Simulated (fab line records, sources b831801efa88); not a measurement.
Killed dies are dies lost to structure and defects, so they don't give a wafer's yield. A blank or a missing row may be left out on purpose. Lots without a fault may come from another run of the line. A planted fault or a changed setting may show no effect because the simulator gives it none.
A struck lot beside a sound one | flow sky130 | 15 steps out of a route of 708
Sound: wafers L383.1, L383.3, L383.6. Struck: wafers L390.1, L390.3, L390.4. The cause comes at the end.
At each step with rows: each side's tool, then ch and its chambers, then its first start. Under that, the readings that differ: sound wafers | struck wafers | difference of the means | sigmas: that difference in standard deviations of wafers without a fault.
alike: readings whose means differ by less than 2 such deviations, and words and numbers that are the same on both sides. not compared: withheld readings, readings that some wafer has no value for, bounds like >300 that may hide the same value, and numbers for which the record gives no deviation and whose values overlap.
The two part at a step that has a row with sigmas, a row that says differs or no value, or rows on one side only. Numbers that don't overlap but have no deviation are shown without sigmas and don't part them. A reading that every wafer of one side lacks parts them only if that side has two wafers or more.

SKY_NWELL_TW_MEAS_15:
  sound on film_metro-02, day 5 16:28; struck on film_metro-02, day 7 13:32
  alike: NWELL_TW
then, 7 steps without rows for these wafers: SKY_NWELL_DEHYDRATE_16 (time 60 s); SKY_NWELL_HMDS_17 (prime time 60 s); SKY_NWELL_COAT_18 (resist thk 3000 nm); SKY_NWELL_SOFTBAKE_19; SKY_NWELL_EXPOSE_20 (exposes mask NWM COMPLEMENT, target cd 840 nm); SKY_NWELL_PEB_21; SKY_NWELL_DEVELOP_22 (develop time 60 s).
SKY_NWELL_OVL_MEAS_23:
  sound on overlay-01, day 6 09:49; struck on overlay-02, day 8 09:14
  reading           | sound        | struck         | difference | sigmas
  NWELL_01_OVL (nm) | 0.6 0.4 -1.0 | -3.2 -2.4 -2.4 | -2.7       | -2
then, 1 step without rows for these wafers: SKY_NWELL_IMPLANT_24.
SKY_NWELL_STRIP_25: strips in O2/N2.
  sound on plasma_asher-01 ch 0,1, day 6 10:00; struck on plasma_asher-01 ch 0,1, day 8 09:26
  alike: drypump_motor_current_A, oes_product_au, strip_time_to_endpoint_s
  not compared: rf_hours_counter_h
SKY_NWELL_TW_MEAS_26:
  sound on film_metro-02, day 6 10:06; struck on film_metro-04, day 8 09:32
  alike: NWELL_2_TW
SKY_NWELL_CLEAN_27: cleans in SC1/SC2, time 150 s.
  sound on wet_bench-04 ch 2, day 6 10:10; struck on wet_bench-04 ch 1, day 8 09:35
  reading          | sound       | struck      | difference | sigmas
  run_length_s (s) | 182 182 182 | 116 116 116 | -66        | -18
  alike: bath_heat_duty_pct
SKY_NWELL_RTA_28: time 30 s.
  sound on rtp_anneal-02 ch 0, day 6 10:13; struck on rtp_anneal-02 ch 0, day 8 09:38
  alike: lamp_power_pct, wafer_temp_C_max
-- the record jumps here: 40 days lie between the struck wafers' starts before and after (it left off in module NWELL and takes up again in module PAD_OPEN, whose first step shown is number 708 of the route) --
SKY_PAD_OPEN_PROBE_99:
  sound on prober-02, day 46 18:25; struck on prober-02, day 48 15:24
  alike: killed_at_M0_to_M3, killed_at_M4_up, killed_at_contacts, killed_at_front_end, killed_at_other, killed_dies, killed_open, killed_short

WHERE THEY PART
First at SKY_NWELL_OVL_MEAS_23; last, within this record, at SKY_NWELL_CLEAN_27. Later steps at which nothing parts them and some readings are alike: SKY_NWELL_RTA_28, SKY_PAD_OPEN_PROBE_99.

WHY: what the simulator had put in
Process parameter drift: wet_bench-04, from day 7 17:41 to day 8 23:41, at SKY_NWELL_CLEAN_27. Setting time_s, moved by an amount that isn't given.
